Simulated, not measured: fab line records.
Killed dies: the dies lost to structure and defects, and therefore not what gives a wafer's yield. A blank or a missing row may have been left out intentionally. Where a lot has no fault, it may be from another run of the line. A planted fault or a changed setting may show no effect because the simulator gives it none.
Which of the tools did it? :: flow gf180mcu :: 12 lots with 36 wafers sampled at 6 steps, on a route of 602 steps

WHAT EACH GAUGE READ, for each wafer
GF_HV_LDD_TW_MEAS_23.
lot: L142
measured: day 11 02:56
on: film_metro-04
HV_LDD_2_TW: 1050 1047 1048

lot: L143
measured: day 11 13:48
on: film_metro-03
HV_LDD_2_TW: 1053 1057 1056

lot: L144
measured: day 11 22:02
on: film_metro-03
HV_LDD_2_TW: 1054 1055 1058

lot: L145
measured: day 12 03:47
on: film_metro-03
HV_LDD_2_TW: 1059 1057 1054

lot: L148
measured: day 12 23:40
on: film_metro-03
HV_LDD_2_TW: 1060 1060 1051

lot: L154
measured: day 14 20:26
on: film_metro-03
HV_LDD_2_TW: 1060 1065 1062

lot: L155
measured: day 15 03:20
on: film_metro-01
HV_LDD_2_TW: 1045 1046 1045

lot: L156
measured: day 15 17:38
on: film_metro-03
HV_LDD_2_TW: 1064 1059 1061

lot: L157
measured: day 15 21:10
on: film_metro-01
HV_LDD_2_TW: 1045 1052 1043

lot: L162
measured: day 17 05:11
on: film_metro-03
HV_LDD_2_TW: 1065 1066 1072

lot: L163
measured: day 17 13:47
on: film_metro-04
HV_LDD_2_TW: 1037 1039 1037

lot: L164
measured: day 18 00:49
on: film_metro-03
HV_LDD_2_TW: 1051 1056 1053

GF_PSD_TW_MEAS_11.
lot: L142
measured: day 14 12:07
on: film_metro-03
PSD_TW: 3189 3192 3179

lot: L143
measured: day 15 01:05
on: film_metro-01
PSD_TW: 3140 3157 3164

lot: L144
measured: day 15 11:46
on: film_metro-03
PSD_TW: 3192 3196 3199

lot: L145
measured: day 15 17:10
on: film_metro-01
PSD_TW: 3160 3150 3151

lot: L148
measured: day 16 16:34
on: film_metro-02
PSD_TW: 3164 3165 3152

lot: L154
measured: day 18 18:08
on: film_metro-03
PSD_TW: 3047 3060 3048

lot: L155
measured: day 19 03:45
on: film_metro-02
PSD_TW: 3132 3142 3136

lot: L156
measured: day 19 19:02
on: film_metro-01
PSD_TW: 3027 3033 3038

lot: L157
measured: day 19 23:02
on: film_metro-02
PSD_TW: 3149 3156 3145

lot: L162
measured: day 21 09:22
on: film_metro-01
PSD_TW: 3153 3157 3157

lot: L163
measured: day 21 17:34
on: film_metro-02
PSD_TW: 3146 3152 3160

lot: L164
measured: day 22 05:22
on: film_metro-03
PSD_TW: 3170 3174 3176

GF_PSD_RS_MEAS_15: a four-point-probe measurement.
lot: L142
measured: day 14 12:26
on: film_metro-02
PSD_RS (ohm/sq): 108.53 108.92 108.56

lot: L143
measured: day 15 01:25
on: film_metro-01
PSD_RS (ohm/sq): 108.74 108.77 108.50

lot: L144
measured: day 15 12:05
on: film_metro-02
PSD_RS (ohm/sq): 108.82 108.60 108.83

lot: L145
measured: day 15 17:29
on: film_metro-02
PSD_RS (ohm/sq): 108.13 108.46 108.33

lot: L148
measured: day 16 16:53
on: film_metro-02
PSD_RS (ohm/sq): 108.30 108.34 108.65

lot: L154
measured: day 18 18:28
on: film_metro-01
PSD_RS (ohm/sq): 117.05 117.07 116.97

lot: L155
measured: day 19 04:04
on: film_metro-02
PSD_RS (ohm/sq): 108.75 108.58 108.82

lot: L156
measured: day 19 19:22
on: film_metro-01
PSD_RS (ohm/sq): 116.97 116.90 117.01

lot: L157
measured: day 19 23:37
on: film_metro-02
PSD_RS (ohm/sq): 108.36 108.35 108.61

lot: L162
measured: day 21 09:43
on: film_metro-03
PSD_RS (ohm/sq): 108.11 108.23 108.33

lot: L163
measured: day 21 17:54
on: film_metro-03
PSD_RS (ohm/sq): 108.50 107.99 108.47

lot: L164
measured: day 22 05:41
on: film_metro-03
PSD_RS (ohm/sq): 108.54 108.42 108.46

GF_SAB_CD_MEAS_09: the cd target is 420 nm.
lot: L142
measured: day 15 09:38
on: cd_sem-01
cd_nm (nm): 418.3 421.3 419.0

lot: L143
measured: day 15 22:51
on: cd_sem-02
cd_nm (nm): 422.5 422.9 424.5

lot: L144
measured: day 16 10:11
on: cd_sem-01
cd_nm (nm): 417.4 417.3 419.8

lot: L145
measured: day 16 15:20
on: cd_sem-01
cd_nm (nm): 419.5 420.0 420.8

lot: L148
measured: day 17 15:09
on: cd_sem-02
cd_nm (nm): 420.8 420.7 418.9

lot: L154
measured: day 19 18:02
on: cd_sem-02
cd_nm (nm): 416.8 420.8 417.5

lot: L155
measured: day 20 04:25
on: cd_sem-01
cd_nm (nm): 424.0 423.0 421.0

lot: L156
measured: day 20 19:08
on: cd_sem-02
cd_nm (nm): 419.4 419.9 420.8

lot: L157
measured: day 20 23:42
on: cd_sem-02
cd_nm (nm): 417.8 418.0 419.0

lot: L162
measured: day 22 08:50
on: cd_sem-02
cd_nm (nm): 418.3 420.0 416.7

lot: L163
measured: day 22 17:23
on: cd_sem-02
cd_nm (nm): 421.8 421.3 420.0

lot: L164
measured: day 23 05:04
on: cd_sem-01
cd_nm (nm): 419.7 422.4 421.1

TOOL THAT RAN EACH LOT (tool first, then ch and the chambers of the sampled wafers, then the start)
lot: L142
GF_PSD_IMPLANT_09: implanter-04 ch 0, day 14 11:53
GF_PSD_STRIP_10: plasma_asher-02 ch 0,1, day 14 12:01

lot: L143
GF_PSD_IMPLANT_09: implanter-04 ch 0, day 15 00:52
GF_PSD_STRIP_10: plasma_asher-03 ch 0,1, day 15 00:59

lot: L144
GF_PSD_IMPLANT_09: implanter-02 ch 0, day 15 11:32
GF_PSD_STRIP_10: plasma_asher-04 ch 0,1, day 15 11:40

lot: L145
GF_PSD_IMPLANT_09: implanter-01 ch 0, day 15 16:55
GF_PSD_STRIP_10: plasma_asher-02 ch 0,1, day 15 17:04

lot: L148
GF_PSD_IMPLANT_09: implanter-01 ch 0, day 16 16:19
GF_PSD_STRIP_10: plasma_asher-02 ch 0,1, day 16 16:28

lot: L154
GF_PSD_IMPLANT_09: implanter-01 ch 0, day 18 17:55
GF_PSD_STRIP_10: plasma_asher-03 ch 0,1, day 18 18:03

lot: L155
GF_PSD_IMPLANT_09: implanter-02 ch 0, day 19 03:30
GF_PSD_STRIP_10: plasma_asher-03 ch 0,1, day 19 03:39

lot: L156
GF_PSD_IMPLANT_09: implanter-01 ch 0, day 19 18:48
GF_PSD_STRIP_10: plasma_asher-04 ch 0,1, day 19 18:55

lot: L157
GF_PSD_IMPLANT_09: implanter-04 ch 0, day 19 22:47
GF_PSD_STRIP_10: plasma_asher-02 ch 0,1, day 19 22:56

lot: L162
GF_PSD_IMPLANT_09: implanter-04 ch 0, day 21 09:09
GF_PSD_STRIP_10: plasma_asher-03 ch 0,1, day 21 09:17

lot: L163
GF_PSD_IMPLANT_09: implanter-04 ch 0, day 21 17:20
GF_PSD_STRIP_10: plasma_asher-02 ch 0,1, day 21 17:27

lot: L164
GF_PSD_IMPLANT_09: implanter-01 ch 0, day 22 05:08
GF_PSD_STRIP_10: plasma_asher-04 ch 0,1, day 22 05:15
- GF_PSD_IMPLANT_09
- GF_PSD_STRIP_10: strips in O2/N2.

AS READ BY THE TOOLS THEMSELVES (means over the sampled wafers that have a number; for cases with no such wafer, the mark the record gives instead)
GF_PSD_STRIP_10.
lot: L142
tool: plasma_asher-02
chamber_pressure_mTorr (mTorr): 1499.4
drypump_motor_current_A (A): 6.1
heater_power_w (W): 341
oes_product_au (a.u.): 0.590
strip_time_to_endpoint_s (s): 16.57

lot: L143
tool: plasma_asher-03
chamber_pressure_mTorr (mTorr): 1499.4
drypump_motor_current_A (A): 5.4
heater_power_w (W): 345
oes_product_au (a.u.): 0.592
strip_time_to_endpoint_s (s): 16.55

lot: L144
tool: plasma_asher-04
chamber_pressure_mTorr (mTorr): 1499.0
drypump_motor_current_A (A): 5.5
heater_power_w (W): 320
oes_product_au (a.u.): 0.592
strip_time_to_endpoint_s (s): 16.52

lot: L145
tool: plasma_asher-02
chamber_pressure_mTorr (mTorr): 1500.7
drypump_motor_current_A (A): 6.0
heater_power_w (W): 340
oes_product_au (a.u.): 0.591
strip_time_to_endpoint_s (s): 16.48

lot: L148
tool: plasma_asher-02
chamber_pressure_mTorr (mTorr): 1499.5
drypump_motor_current_A (A): 6.1
heater_power_w (W): 342
oes_product_au (a.u.): 0.591
strip_time_to_endpoint_s (s): 16.52

lot: L154
tool: plasma_asher-03
chamber_pressure_mTorr (mTorr): 1499.7
drypump_motor_current_A (A): 5.4
heater_power_w (W): 346
oes_product_au (a.u.): 0.603
strip_time_to_endpoint_s (s): 15.98

lot: L155
tool: plasma_asher-03
chamber_pressure_mTorr (mTorr): 1500.5
drypump_motor_current_A (A): 5.9
heater_power_w (W): 328
oes_product_au (a.u.): 0.595
strip_time_to_endpoint_s (s): 16.46

lot: L156
tool: plasma_asher-04
chamber_pressure_mTorr (mTorr): 1500.9
drypump_motor_current_A (A): 5.5
heater_power_w (W): 325
oes_product_au (a.u.): 0.604
strip_time_to_endpoint_s (s): 15.97

lot: L157
tool: plasma_asher-02
chamber_pressure_mTorr (mTorr): 1499.7
drypump_motor_current_A (A): 6.1
heater_power_w (W): 341
oes_product_au (a.u.): 0.590
strip_time_to_endpoint_s (s): 16.54

lot: L162
tool: plasma_asher-03
chamber_pressure_mTorr (mTorr): 1501.7
drypump_motor_current_A (A): 5.9
heater_power_w (W): 328
oes_product_au (a.u.): 0.593
strip_time_to_endpoint_s (s): 16.51

lot: L163
tool: plasma_asher-02
chamber_pressure_mTorr (mTorr): 1498.7
drypump_motor_current_A (A): 6.0
heater_power_w (W): 341
oes_product_au (a.u.): 0.593
strip_time_to_endpoint_s (s): 16.51

lot: L164
tool: plasma_asher-04
chamber_pressure_mTorr (mTorr): 1500.9
drypump_motor_current_A (A): 5.5
heater_power_w (W): 326
oes_product_au (a.u.): 0.590
strip_time_to_endpoint_s (s): 16.49

THE ANSWER, worked out from the rows above alone
Rule: usual is defined by the lots themselves. The widest of any qualifying gaps counts: lots, ordered by their means at a reading, are off when they make up no more than a third of the lots, leave a main group of 4 or more, and stand apart from it by 3 or more times the standard deviation of that group's means. If all means in a main group match to the digits the tables above print for the reading, that group is not used. Also off: a lot with no number at a reading for which 4 or more lots have one. Any other lot the step has rows for is counted as sound. After the gauges, taken in route order, come the tools' own readings; for these a lot's mean is taken, as printed above. The first step at which some lot is off is used, and at that step the reading that is off furthest; a lot without a number counts as furthest.
Off: L154, L156, at GF_PSD_TW_MEAS_11 (PSD_TW). The main group: mean 3162, standard deviation 17.
If a tool, at a process step before that reading, ran all the lots that are off and no sound lot after the first of them, it fits. Not tried: the gauges at GF_PSD_TW_MEAS_11; whatever is off there is also off at GF_PSD_STRIP_10, on other tools, and gauge error can't account for it. No candidate that was tried fits.

WHAT WAS PUT IN BY THE SIMULATOR
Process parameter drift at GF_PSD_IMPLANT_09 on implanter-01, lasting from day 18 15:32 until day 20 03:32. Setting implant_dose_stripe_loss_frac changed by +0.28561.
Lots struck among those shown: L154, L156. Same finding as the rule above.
